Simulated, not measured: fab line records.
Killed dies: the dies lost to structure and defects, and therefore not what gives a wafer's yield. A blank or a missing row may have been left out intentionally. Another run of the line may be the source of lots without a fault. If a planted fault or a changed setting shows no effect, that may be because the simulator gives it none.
fab line records	flow sky130
[record] lots = 13	wafers = 39	last_day = 50
route steps=708 shown NWELL@34 DNWELL@43 PAD_OPEN@708
lots that met no fault: from a run of the same line without faults
start_h: hours from the record's first day to the start of the lot's first wafer shown	wait_h: how many hours have passed since the lot's step before this one	" the same as in the row above	L1.1+2: a row that stands for several wafers	- either no value or no given start	* or withheld: withheld	< > ~ a bound
route shown NAME@n: NAME is a module with steps in the file, n the number in the route of the first one	usual: average and standard deviation across the fault-free wafers	same: alike in all rows	chamber/n: place in a boat	sites: the reading at each site	_std_site: the standard deviation of these	_edge_site: inner sites' mean taken away from outer sites' mean	radius_mm: how far each site lies from the wafer's centre	mask NAME#n: copy n	behind: the last tool/chamber to shape the wafer	hold: why the lot was held/for how many hours/how that ended	device: whichever transistor did not switch (one of n, p or np)	end of line: the tests these same wafers got at the end of their route	a step without rows: its recipe alone	killed: count of dies lost to structure and defects at first sort (not the wafer's yield)	map: dies across one wafer; x = killed, . = not, _ = none there
set.NAME: the setting that was run; set.NAME@STEP: the one run at that earlier step	model.NAME: the simulator's own value behind a step, which no gauge read
a sample of lots followed through the steps of the route, with each step as a table and each wafer as a row
services: the hour from which a tool's chamber was out of use, counted from the record's first day as start_h (under 0 if before that day), plus the number of hours and why
[[steps]]
[step SKY_NWELL_THK_MEAS_02]
[recipe] reads = SiO2_of_NWELL_OXIDATION_01
[usual] NWELL_OXIDATION_THK = 10.03/0.18
lot.wafer	tool	chamber	start_h	wait_h	NWELL_OXIDATION_THK[nm]
L110.2	film_metro-01	-	33.10	0.0	10.20
L110.3	"	-	"	"	10.17
L110.4	"	-	"	"	10.14
L111.2	film_metro-03	-	40.90	0.0	10.25
L111.3	"	-	"	"	10.39
L111.6	"	-	"	"	10.26
L113.1	film_metro-01	-	52.45	0.0	10.33
L113.2	"	-	"	"	10.37
L113.4	"	-	"	"	10.26
L114.2	film_metro-03	-	58.86	0.0	10.16
L114.3	"	-	"	"	10.20
L114.5	"	-	"	"	10.15
L115.1	film_metro-01	-	61.54	0.0	10.23
L115.5	"	-	"	"	9.94
L115.6	"	-	"	"	10.18
L116.1	film_metro-01	-	65.94	0.0	10.27
L116.3	"	-	"	"	10.42
L116.5	"	-	"	"	10.19
L119.1	film_metro-01	-	82.87	0.0	10.04
L119.5	"	-	"	"	9.88
L119.6	"	-	"	"	9.76
L122.2	film_metro-03	-	100.08	0.0	10.00
L122.3	"	-	"	"	10.08
L122.5	"	-	"	"	10.07
L123.3	film_metro-04	-	103.62	0.0	9.93
L123.4	"	-	"	"	9.96
L123.6	"	-	"	"	9.93
L124.1	film_metro-01	-	111.34	0.0	9.76
L124.4	"	-	"	"	9.88
L124.6	"	-	"	"	9.85
L127.1	film_metro-03	-	123.86	0.0	9.97
L127.2	"	-	"	"	9.81
L127.5	"	-	"	"	9.88
L128.1	film_metro-01	-	130.69	0.0	9.73
L128.2	"	-	"	"	9.75
L128.6	"	-	"	"	9.90
L133.2	film_metro-01	-	158.43	0.0	10.09
L133.3	"	-	"	"	10.15
L133.4	"	-	"	"	9.93
[step SKY_DNWELL_STRIP_08]
[recipe] chemistry = O2/N2	power_w = 1400	pressure_mtorr = 1500	platen_temp_c = withheld	o2_flow_sccm = 3000	n2_flow_sccm = 300	overash_fraction = 0.5
[usual] drypump_motor_current_A = 5.7/0.49	oes_product_au = 0.723/0.0044	strip_time_to_endpoint_s = 37.49/0.11
lot.wafer	tool	chamber	start_h	wait_h	drypump_motor_current_A	oes_product_au	rf_hours_counter_h	strip_time_to_endpoint_s
L110.2	plasma_asher-01	0	48.52	0.1	5.8	0.724	37	37.58
L110.3	"	0	"	"	5.8	0.719	-	37.57
L110.4	"	1	"	"	4.9	0.722	-	37.57
L111.2	plasma_asher-03	1	56.22	0.1	6.2	0.719	37	37.54
L111.3	"	1	"	"	6.2	0.713	-	37.50
L111.6	"	0	"	"	6.2	0.723	-	37.56
L113.1	plasma_asher-01	0	68.67	0.1	5.8	0.735	40	37.53
L113.2	"	1	"	"	4.9	0.722	40	37.51
L113.4	"	1	"	"	4.9	0.720	-	37.48
L114.2	plasma_asher-03	1	75.01	0.1	6.2	0.721	38	37.40
L114.3	"	1	"	"	6.2	0.721	-	37.53
L114.5	"	0	"	"	6.2	0.723	-	37.40
L115.1	plasma_asher-03	0	78.37	0.1	6.2	0.721	38	37.47
L115.5	"	1	"	"	6.2	0.723	-	37.49
L115.6	"	0	"	"	6.2	0.716	-	37.52
L116.1	plasma_asher-03	0	82.82	0.1	6.2	0.731	39	37.62
L116.3	"	0	"	"	6.2	0.719	-	37.48
L116.5	"	0	"	"	6.2	0.725	-	37.55
L119.1	plasma_asher-03	1	100.01	0.1	6.2	0.717	41	37.48
L119.5	"	1	"	"	6.2	0.725	-	37.43
L119.6	"	0	"	"	6.2	0.726	-	37.52
L122.2	plasma_asher-01	1	118.37	0.1	4.9	0.725	0	37.55
L122.3	"	0	"	"	5.8	0.720	-	37.44
L122.5	"	1	"	"	4.9	0.725	-	37.43
L123.3	plasma_asher-02	1	121.60	0.1	5.1	0.719	-	37.40
L123.4	"	0	"	"	5.8	0.728	-	37.45
L123.6	"	0	"	"	5.9	0.722	-	37.45
L124.1	plasma_asher-03	0	130.25	0.1	6.2	0.730	44	37.46
L124.4	"	0	"	"	6.2	0.717	-	37.50
L124.6	"	1	"	"	6.2	0.718	-	37.40
L127.1	plasma_asher-01	0	143.42	0.1	5.8	0.721	2	37.67
L127.2	"	1	"	"	4.9	0.723	2	37.71
L127.5	"	0	"	"	5.8	0.721	-	37.72
L128.1	plasma_asher-03	0	150.17	0.1	6.2	0.725	46	37.28
L128.2	"	1	"	"	6.2	0.720	46	37.36
L128.6	"	1	"	"	6.2	0.724	-	37.25
L133.2	plasma_asher-02	0	178.02	0.1	5.9	0.717	47	37.53
L133.3	"	1	"	"	5.1	0.724	-	37.54
L133.4	"	0	"	"	5.9	0.715	-	37.50
[step SKY_NWELL_IMPLANT_13]
[recipe] species = P	energy_kev = 50	dose_cm2 = 7e+11	tilt_deg = withheld
[usual] beam_energy_keV = 50.000/0.015	dose_ions_cm2 = 7.002e+11/8e+08
lot.wafer	tool	chamber	start_h	wait_h	beam_energy_keV	dose_ions_cm2
L110.2	implanter-03	0	79.53	0.1	49.991	6.992e+11
L110.3	"	0	"	"	49.988	7.004e+11
L110.4	"	0	"	"	50.010	7.001e+11
L111.2	implanter-04	0	89.28	0.1	50.003	6.997e+11
L111.3	"	0	"	"	50.011	6.992e+11
L111.6	"	0	"	"	50.001	6.999e+11
L113.1	implanter-04	0	103.35	0.1	49.970	7.005e+11
L113.2	"	0	"	"	50.002	7.003e+11
L113.4	"	0	"	"	50.009	7.005e+11
L114.2	implanter-01	0	110.63	0.1	49.995	6.999e+11
L114.3	"	0	"	"	50.007	7.007e+11
L114.5	"	0	"	"	49.992	7.01e+11
L115.1	implanter-03	0	112.90	0.1	50.010	7.007e+11
L115.5	"	0	"	"	49.999	7.002e+11
L115.6	"	0	"	"	49.985	7.005e+11
L116.1	implanter-01	0	118.05	0.1	50.010	6.991e+11
L116.3	"	0	"	"	50.011	7.003e+11
L116.5	"	0	"	"	50.006	7e+11
L119.1	implanter-04	0	137.81	0.1	50.022	7.007e+11
L119.5	"	0	"	"	50.011	6.986e+11
L119.6	"	0	"	"	50.014	7.001e+11
L122.2	implanter-01	0	158.07	0.1	49.997	6.979e+11
L122.3	"	0	"	"	50.005	6.988e+11
L122.5	"	0	"	"	49.999	6.995e+11
L123.3	implanter-04	0	160.05	0.1	49.967	7.009e+11
L123.4	"	0	"	"	49.988	7.018e+11
L123.6	"	0	"	"	49.976	7.012e+11
L124.1	implanter-01	0	168.35	0.1	50.002	6.999e+11
L124.4	"	0	"	"	49.994	7.002e+11
L124.6	"	0	"	"	50.003	7.007e+11
L127.1	implanter-01	0	183.26	0.1	49.984	7.121e+11
L127.2	"	0	"	"	49.997	7.13e+11
L127.5	"	0	"	"	49.998	7.131e+11
L128.1	implanter-03	0	191.10	0.1	49.999	6.993e+11
L128.2	"	0	"	"	50.018	6.998e+11
L128.6	"	0	"	"	50.026	6.991e+11
L133.2	implanter-01	0	220.72	0.1	50.010	7.138e+11
L133.3	"	0	"	"	49.988	7.138e+11
L133.4	"	0	"	"	49.991	7.147e+11
[step SKY_NWELL_RTA_28]
[recipe] temp_c = 1050	time_s = 30	idle_temp_c = 650	ramp_up_c_per_s = 150	ramp_down_c_per_s = 90	ambient = N2
[usual] lamp_power_pct = 25.30/0.051	wafer_temp_C_max = 1054.9/0.96
lot.wafer	tool	chamber	start_h	wait_h	lamp_power_pct	wafer_temp_C_max
L110.2	rtp_anneal-01	0	96.83	0.0	25.31	1053.9
L110.3	"	0	"	"	25.28	1053.7
L110.4	"	0	"	"	25.26	1053.7
L111.2	rtp_anneal-01	0	107.28	0.0	25.23	1054.2
L111.3	"	0	"	"	25.26	1054.4
L111.6	"	0	"	"	25.28	1054.1
L113.1	rtp_anneal-02	0	121.72	0.0	25.22	1054.2
L113.2	"	0	"	"	25.28	1055.2
L113.4	"	0	"	"	25.37	1054.4
L114.2	rtp_anneal-02	0	129.39	0.0	25.28	1055.7
L114.3	"	0	"	"	25.25	1055.5
L114.5	"	0	"	"	25.27	1053.9
L115.1	rtp_anneal-01	0	131.52	0.0	25.33	1056.3
L115.5	"	0	"	"	25.23	1055.7
L115.6	"	0	"	"	25.39	1054.4
L116.1	rtp_anneal-02	0	137.52	0.0	25.23	1055.2
L116.3	"	0	"	"	25.35	1055.5
L116.5	"	0	"	"	25.33	1054.0
L119.1	rtp_anneal-02	0	158.56	0.0	25.24	1055.7
L119.5	"	0	"	"	25.32	1056.1
L119.6	"	0	"	"	25.34	1055.3
L122.2	rtp_anneal-01	0	178.03	0.0	25.26	1055.1
L122.3	"	0	"	"	25.30	1054.7
L122.5	"	0	"	"	25.22	1053.7
L123.3	rtp_anneal-02	0	181.10	0.0	25.38	1054.5
L123.4	"	0	"	"	25.23	1054.1
L123.6	"	0	"	"	25.40	1055.4
L124.1	rtp_anneal-02	0	189.01	0.0	25.26	1055.9
L124.4	"	0	"	"	25.27	1055.1
L124.6	"	0	"	"	25.30	1053.1
L127.1	rtp_anneal-01	0	204.27	0.0	25.37	1054.9
L127.2	"	0	"	"	25.33	1054.2
L127.5	"	0	"	"	25.25	1055.0
L128.1	rtp_anneal-02	0	211.12	0.0	25.33	1054.2
L128.2	"	0	"	"	25.36	1054.2
L128.6	"	0	"	"	25.24	1055.8
L133.2	rtp_anneal-01	0	243.48	0.0	25.31	1055.5
L133.3	"	0	"	"	25.30	1054.0
L133.4	"	0	"	"	25.29	1054.4
[step SKY_PAD_OPEN_PROBE_99]
[usual] killed_at_M0_to_M3 = 43/7	killed_at_M4_up = 3.0/1.9	killed_at_contacts = 24/4.6	killed_at_front_end = 15/4.1	killed_at_other = 0.3/0.52	killed_dies = 84/9.7	killed_open = 46/6.9	killed_short = 38/6.8
[same] gross_dies = 492	killed_at_back_side = 0
lot.wafer	tool	chamber	start_h	wait_h	killed_at_M0_to_M3	killed_at_M4_up	killed_at_contacts	killed_at_front_end	killed_at_other	killed_dies	killed_open	killed_short
L110.2	prober-01	-	1066.13	0.1	40	7	27	17	0	91	51	39
L110.3	prober-01	-	1066.18	0.2	39	3	24	17	0	83	45	38
L110.4	prober-01	-	1066.23	0.2	49	2	34	17	0	102	60	42
L111.2	prober-02	-	1075.86	0.1	25	4	25	13	1	68	36	30
L111.3	prober-02	-	1075.91	0.2	40	3	17	21	0	81	43	38
L111.6	prober-02	-	1076.06	0.2	40	2	17	14	0	73	48	23
L113.1	prober-02	-	1094.24	0.1	42	5	18	9	1	75	42	33
L113.2	prober-02	-	1094.29	0.1	47	1	20	8	1	77	45	32
L113.4	prober-02	-	1094.39	0.2	45	8	16	13	2	84	40	44
L114.2	prober-01	-	1098.67	0.1	47	4	25	9	1	86	53	33
L114.3	prober-01	-	1098.72	0.2	41	2	15	20	1	79	44	35
L114.5	prober-01	-	1098.82	0.2	39	3	26	13	0	81	44	37
L115.1	prober-02	-	1102.36	0.1	45	8	24	15	0	92	52	40
L115.5	prober-02	-	1102.56	0.2	41	4	20	23	0	88	51	37
L115.6	prober-02	-	1102.61	0.2	50	1	25	19	0	95	55	40
L116.1	prober-01	-	1108.10	0.1	41	4	24	13	0	82	51	31
L116.3	prober-01	-	1108.20	0.2	41	2	30	13	0	86	51	35
L116.5	prober-01	-	1108.30	0.2	48	4	25	18	1	96	51	43
L119.1	prober-02	-	1130.43	0.1	53	3	27	13	0	96	48	48
L119.5	prober-02	-	1130.63	0.2	47	6	17	16	0	86	44	42
L119.6	prober-02	-	1130.68	0.2	50	3	18	21	0	92	49	43
L122.2	prober-02	-	1145.73	0.1	43	2	30	17	0	92	47	45
L122.3	prober-02	-	1145.78	0.2	55	6	26	17	1	105	47	55
L122.5	prober-02	-	1145.88	0.2	41	3	25	12	1	82	44	36
L123.3	prober-01	-	1151.03	0.2	47	5	15	16	1	84	43	38
L123.4	prober-01	-	1151.08	0.2	43	4	13	13	0	73	45	27
L123.6	prober-01	-	1151.18	0.2	33	0	19	16	0	68	39	28
L124.1	prober-02	-	1157.33	0.1	48	6	24	16	1	95	61	34
L124.4	prober-02	-	1157.48	0.2	49	2	33	15	0	99	60	39
L124.6	prober-02	-	1157.58	0.2	33	0	24	21	0	78	40	38
L127.1	prober-01	-	1169.28	0.1	47	4	27	11	0	89	54	35
L127.2	prober-01	-	1169.33	0.1	39	1	34	8	0	82	50	32
L127.5	prober-01	-	1169.48	0.2	54	1	21	15	1	92	50	40
L128.1	prober-02	-	1174.78	0.1	37	2	27	27	0	93	57	36
L128.2	prober-02	-	1174.83	0.1	46	2	19	25	1	93	63	30
L128.6	prober-02	-	1175.03	0.2	47	0	17	14	1	79	43	36
L133.2	prober-01	-	1197.13	0.1	51	3	29	15	0	98	57	41
L133.3	prober-01	-	1197.18	0.2	35	1	17	10	0	63	25	38
L133.4	prober-01	-	1197.23	0.2	48	4	14	13	0	79	36	43
// killed by level:class
L110.2 VIA1:geometric_particle:open=12 LI_CONTACT:geometric_particle:open=9 POLY_GATE:geometric_particle:short=8 CONTACT:geometric_particle:open=8 VIA1:geometric_particle:short=7 VIA2:geometric_particle:open=5 METAL4:geometric_particle:short=5 LI_CONTACT:geometric_particle:short=4
L110.3 VIA3:geometric_particle:open=10 LI_CONTACT:geometric_particle:open=7 CONTACT:geometric_particle:open=6 VIA1:geometric_particle:open=6 FIELD_ISO:geometric_particle:open=4 POLY_GATE:geometric_particle:short=4 VIA1:geometric_particle:short=4 CONTACT:geometric_particle:short=4
L110.4 CONTACT:geometric_particle:open=13 VIA3:geometric_particle:open=13 VIA1:geometric_particle:open=8 LI_CONTACT:geometric_particle:open=8 METAL2:geometric_particle:short=8 VIA2:geometric_particle:open=6 POLY_GATE:geometric_particle:open=5 POLY_GATE:geometric_particle:short=5
L111.2 LOCAL_INTERCONNECT:geometric_particle:short=9 FIELD_ISO:geometric_particle:open=6 LI_CONTACT:geometric_particle:open=5 CONTACT:geometric_particle:short=5 VIA1:geometric_particle:open=5 CONTACT:geometric_particle:open=3 METAL1:geometric_particle:short=3 METAL2:geometric_particle:short=3
L111.3 VIA1:geometric_particle:open=11 METAL1:geometric_particle:short=7 VIA2:geometric_particle:open=7 FIELD_ISO:geometric_particle:open=6 FIELD_ISO:geometric_particle:short=5 LI_CONTACT:geometric_particle:short=5 VIA1:geometric_particle:short=4 METAL2:geometric_particle:short=4
L111.6 VIA1:geometric_particle:open=11 LI_CONTACT:geometric_particle:open=9 VIA3:geometric_particle:open=8 CONTACT:geometric_particle:open=5 VIA1:geometric_particle:short=5 FIELD_ISO:geometric_particle:short=4 VIA2:geometric_particle:open=4 FIELD_ISO:geometric_particle:open=3
L113.1 VIA1:geometric_particle:open=9 VIA3:geometric_particle:open=7 CONTACT:geometric_particle:open=6 METAL1:geometric_particle:short=6 LI_CONTACT:geometric_particle:open=4 LOCAL_INTERCONNECT:geometric_particle:open=4 VIA2:geometric_particle:short=4 VIA1:geometric_particle:short=4
L113.2 VIA1:geometric_particle:open=9 VIA3:geometric_particle:open=9 VIA2:geometric_particle:open=7 LI_CONTACT:geometric_particle:open=6 METAL2:geometric_particle:short=5 CONTACT:geometric_particle:open=5 LOCAL_INTERCONNECT:geometric_particle:short=4 CONTACT:geometric_particle:short=4
L113.4 VIA1:geometric_particle:open=12 VIA3:geometric_particle:short=7 VIA1:geometric_particle:short=7 CONTACT:geometric_particle:open=6 METAL4:geometric_particle:short=6 CONTACT:geometric_particle:short=5 VIA2:geometric_particle:open=5 FIELD_ISO:geometric_particle:short=4
L114.2 CONTACT:geometric_particle:open=11 METAL2:geometric_particle:short=10 VIA2:geometric_particle:open=9 LI_CONTACT:geometric_particle:open=7 VIA3:geometric_particle:open=6 VIA1:geometric_particle:open=5 POLY_GATE:geometric_particle:open=4 METAL1:geometric_particle:short=4
L114.3 VIA1:geometric_particle:open=9 LI_CONTACT:geometric_particle:open=8 VIA2:geometric_particle:open=6 VIA3:geometric_particle:open=6 POLY_GATE:geometric_particle:open=5 FIELD_ISO:geometric_particle:short=4 POLY_GATE:geometric_particle:short=4 METAL1:geometric_particle:short=4
L114.5 LI_CONTACT:geometric_particle:open=11 VIA1:geometric_particle:open=10 LOCAL_INTERCONNECT:geometric_particle:short=6 CONTACT:geometric_particle:open=6 VIA2:geometric_particle:open=6 VIA2:geometric_particle:short=5 POLY_GATE:geometric_particle:short=4 METAL2:geometric_particle:short=4
L115.1 CONTACT:geometric_particle:open=11 VIA1:geometric_particle:open=10 VIA1:geometric_particle:short=6 VIA3:geometric_particle:open=6 METAL1:geometric_particle:short=5 VIA3:geometric_particle:short=5 POLY_GATE:geometric_particle:open=4 LI_CONTACT:geometric_particle:short=4
L115.5 VIA2:geometric_particle:open=10 LI_CONTACT:geometric_particle:open=8 VIA1:geometric_particle:open=8 POLY_GATE:geometric_particle:open=7 POLY_GATE:geometric_particle:short=5 VIA3:geometric_particle:open=5 FIELD_ISO:geometric_particle:short=4 FIELD_ISO:geometric_particle:open=3
L115.6 VIA1:geometric_particle:open=10 VIA2:geometric_particle:open=9 METAL2:geometric_particle:short=8 LI_CONTACT:geometric_particle:open=7 VIA3:geometric_particle:open=7 CONTACT:geometric_particle:open=6 CONTACT:geometric_particle:short=6 POLY_GATE:geometric_particle:open=5
L116.1 CONTACT:geometric_particle:open=12 VIA3:geometric_particle:open=9 VIA1:geometric_particle:open=8 LI_CONTACT:geometric_particle:open=7 VIA1:geometric_particle:short=6 POLY_GATE:geometric_particle:short=4 METAL1:geometric_particle:short=4 VIA3:geometric_particle:short=4
L116.3 VIA1:geometric_particle:open=11 LI_CONTACT:geometric_particle:open=10 CONTACT:geometric_particle:open=10 FIELD_ISO:geometric_particle:short=7 VIA3:geometric_particle:open=6 METAL1:geometric_particle:short=5 VIA2:geometric_particle:open=5 LOCAL_INTERCONNECT:geometric_particle:short=4
L116.5 CONTACT:geometric_particle:open=10 VIA3:geometric_particle:open=8 VIA1:geometric_particle:open=8 VIA2:geometric_particle:open=6 LI_CONTACT:geometric_particle:open=6 VIA1:geometric_particle:short=6 METAL3:geometric_particle:short=6 CONTACT:geometric_particle:short=5
L119.1 VIA1:geometric_particle:open=11 VIA2:geometric_particle:open=10 VIA2:geometric_particle:short=8 METAL1:geometric_particle:short=7 CONTACT:geometric_particle:open=6 CONTACT:geometric_particle:short=6 LOCAL_INTERCONNECT:geometric_particle:short=6 POLY_GATE:geometric_particle:open=4
L119.5 VIA1:geometric_particle:open=10 CONTACT:geometric_particle:open=7 METAL1:geometric_particle:short=6 VIA3:geometric_particle:open=6 FIELD_ISO:geometric_particle:short=5 VIA1:geometric_particle:short=5 VIA3:geometric_particle:short=5 VIA2:geometric_particle:open=4
L119.6 METAL1:geometric_particle:short=9 VIA3:geometric_particle:open=8 LI_CONTACT:geometric_particle:open=8 VIA1:geometric_particle:open=8 FIELD_ISO:geometric_particle:open=7 POLY_GATE:geometric_particle:short=7 VIA2:geometric_particle:open=7 VIA1:geometric_particle:short=6
L122.2 LI_CONTACT:geometric_particle:open=9 CONTACT:geometric_particle:open=9 FIELD_ISO:geometric_particle:open=7 LOCAL_INTERCONNECT:geometric_particle:short=7 VIA1:geometric_particle:short=7 METAL2:geometric_particle:short=7 VIA2:geometric_particle:open=6 METAL1:geometric_particle:short=6
L122.3 VIA1:geometric_particle:open=15 METAL1:geometric_particle:short=9 CONTACT:geometric_particle:open=7 VIA1:geometric_particle:short=7 METAL2:geometric_particle:short=7 LI_CONTACT:geometric_particle:open=5 LI_CONTACT:geometric_particle:short=5 VIA3:geometric_particle:open=5
L122.5 CONTACT:geometric_particle:open=9 VIA1:geometric_particle:open=9 LI_CONTACT:geometric_particle:open=6 LOCAL_INTERCONNECT:geometric_particle:short=5 METAL1:geometric_particle:short=5 VIA2:geometric_particle:open=5 POLY_GATE:geometric_particle:open=4 CONTACT:geometric_particle:short=4
L123.3 VIA1:geometric_particle:open=11 VIA2:geometric_particle:open=11 METAL2:geometric_particle:short=10 FIELD_ISO:geometric_particle:open=5 CONTACT:geometric_particle:short=5 VIA1:geometric_particle:short=4 VIA3:geometric_particle:short=4 VIA3:geometric_particle:open=4
L123.4 VIA1:geometric_particle:open=14 CONTACT:geometric_particle:open=6 METAL1:geometric_particle:short=5 FIELD_ISO:geometric_particle:open=4 METAL1:geometric_particle:open=4 METAL2:geometric_particle:open=4 METAL2:geometric_particle:short=4 VIA2:geometric_particle:short=4
L123.6 VIA1:geometric_particle:open=8 LI_CONTACT:geometric_particle:open=6 CONTACT:geometric_particle:open=5 CONTACT:geometric_particle:short=5 VIA2:geometric_particle:open=5 VIA3:geometric_particle:open=5 POLY_GATE:geometric_particle:short=4 FIELD_ISO:geometric_particle:short=3
L124.1 VIA2:geometric_particle:open=11 VIA1:geometric_particle:open=11 LI_CONTACT:geometric_particle:open=8 POLY_GATE:geometric_particle:open=6 CONTACT:geometric_particle:open=6 VIA3:geometric_particle:open=6 LOCAL_INTERCONNECT:geometric_particle:short=5 METAL1:geometric_particle:short=5
L124.4 VIA1:geometric_particle:open=14 LI_CONTACT:geometric_particle:open=13 CONTACT:geometric_particle:open=10 METAL2:geometric_particle:short=7 VIA2:geometric_particle:open=6 POLY_GATE:geometric_particle:open=5 CONTACT:geometric_particle:short=5 VIA3:geometric_particle:open=5
L124.6 VIA1:geometric_particle:open=8 POLY_GATE:geometric_particle:short=6 CONTACT:geometric_particle:short=6 CONTACT:geometric_particle:open=6 VIA1:geometric_particle:short=6 VIA2:geometric_particle:open=6 FIELD_ISO:geometric_particle:short=5 POLY_GATE:geometric_particle:open=5
L127.1 CONTACT:geometric_particle:open=15 VIA3:geometric_particle:open=9 VIA1:geometric_particle:open=8 CONTACT:geometric_particle:short=5 LI_CONTACT:geometric_particle:open=4 VIA3:geometric_particle:short=4 VIA1:geometric_particle:short=4 VIA2:geometric_particle:short=4
L127.2 CONTACT:geometric_particle:open=18 VIA1:geometric_particle:open=14 CONTACT:geometric_particle:short=10 METAL1:geometric_particle:short=8 VIA3:geometric_particle:open=5 POLY_GATE:geometric_particle:open=4 METAL2:geometric_particle:short=4 FIELD_ISO:geometric_particle:open=2
L127.5 VIA1:geometric_particle:open=14 METAL1:geometric_particle:short=11 VIA3:geometric_particle:open=9 CONTACT:geometric_particle:open=6 LI_CONTACT:geometric_particle:open=5 FIELD_ISO:geometric_particle:open=4 POLY_GATE:geometric_particle:open=4 LOCAL_INTERCONNECT:geometric_particle:short=4
L128.1 CONTACT:geometric_particle:open=14 FIELD_ISO:geometric_particle:open=9 VIA2:geometric_particle:open=7 VIA3:geometric_particle:open=7 FIELD_ISO:geometric_particle:short=6 CONTACT:geometric_particle:short=6 METAL1:geometric_particle:short=6 SPACER:geometric_particle:open=5
L128.2 VIA1:geometric_particle:open=10 VIA2:geometric_particle:open=9 CONTACT:geometric_particle:open=8 VIA3:geometric_particle:open=7 POLY_GATE:geometric_particle:open=6 LI_CONTACT:geometric_particle:open=5 FIELD_ISO:geometric_particle:open=4 SPACER:geometric_particle:short=4
L128.6 VIA1:geometric_particle:open=14 METAL1:geometric_particle:short=8 LI_CONTACT:geometric_particle:open=6 VIA3:geometric_particle:open=6 CONTACT:geometric_particle:short=5 POLY_GATE:geometric_particle:open=4 POLY_GATE:geometric_particle:short=4 CONTACT:geometric_particle:open=4
L133.2 LI_CONTACT:geometric_particle:open=13 VIA1:geometric_particle:open=12 CONTACT:geometric_particle:open=9 VIA2:geometric_particle:open=8 VIA1:geometric_particle:short=6 FIELD_ISO:geometric_particle:short=5 VIA3:geometric_particle:open=5 METAL1:geometric_particle:short=4
L133.3 METAL1:geometric_particle:short=10 VIA1:geometric_particle:open=7 METAL2:geometric_particle:short=6 FIELD_ISO:geometric_particle:short=5 LI_CONTACT:geometric_particle:open=5 CONTACT:geometric_particle:short=5 CONTACT:geometric_particle:open=4 METAL3:geometric_particle:short=3
L133.4 VIA1:geometric_particle:open=11 METAL2:geometric_particle:short=8 METAL1:geometric_particle:short=7 VIA2:geometric_particle:open=7 FIELD_ISO:geometric_particle:open=5 LOCAL_INTERCONNECT:geometric_particle:short=4 CONTACT:geometric_particle:short=4 VIA2:geometric_particle:short=4
[[services]]
tool	chamber	start_h	hours	kind
implanter-03	-	27.15	4.3	repair
implanter-01	-	32.43	3.9	repair
implanter-03	-	49.30	3.2	pm
implanter-03	-	54.46	5.9	repair
plasma_asher-02	-	54.56	1.8	repair
plasma_asher-03	-	57.14	10.2	repair
plasma_asher-01	-	70.85	14.4	pm
implanter-03	-	71.33	2.7	repair
implanter-03	-	97.69	1.9	repair
plasma_asher-01	-	108.83	9.0	pm
plasma_asher-01	0	108.83	9.0	vent_cycle
plasma_asher-01	1	108.83	9.0	vent_cycle
implanter-04	-	112.45	3.4	pm
plasma_asher-02	-	115.81	1.1	repair
plasma_asher-01	0	117.83	-	clean
plasma_asher-01	1	117.83	-	clean
implanter-01	-	127.77	7.7	repair
rtp_anneal-02	-	145.05	1.1	pm
plasma_asher-01	-	151.88	0.8	repair
implanter-03	-	156.87	23.3	pm
implanter-01	-	198.07	14.4	repair
implanter-01	-	203.25	1.9	repair
[[key]]
[first_sign] step = SKY_NWELL_IMPLANT_13	reading = dose_ions_cm2	direction = up	sigmas = 17	usual = *	struck = *
effect none on later readings
met_at SKY_NWELL_IMPLANT_13
struck_lots L127,L133
tester_left_out L127,L133
not_acting_at SKY_NWELL_THK_MEAS_02,SKY_DNWELL_STRIP_08,SKY_NWELL_RTA_28
onset_between 168.35 183.26
[fault] kind = process_parameter_drift	tool = implanter-01	chamber = -	onset_h = 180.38	steps = SKY_NWELL_IMPLANT_13	channel = dose_cm2	offset = *	shape = step	end_h = 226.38	acts_in = *	stated = *
// tester_left_out: of these lots the tester's yield and bins aren't shown, on N5 and GAA mostly nor the transistor test; their killed dies are dies lost to structure and defects alone, not to doping, threshold or leakage, so they don't give the yield
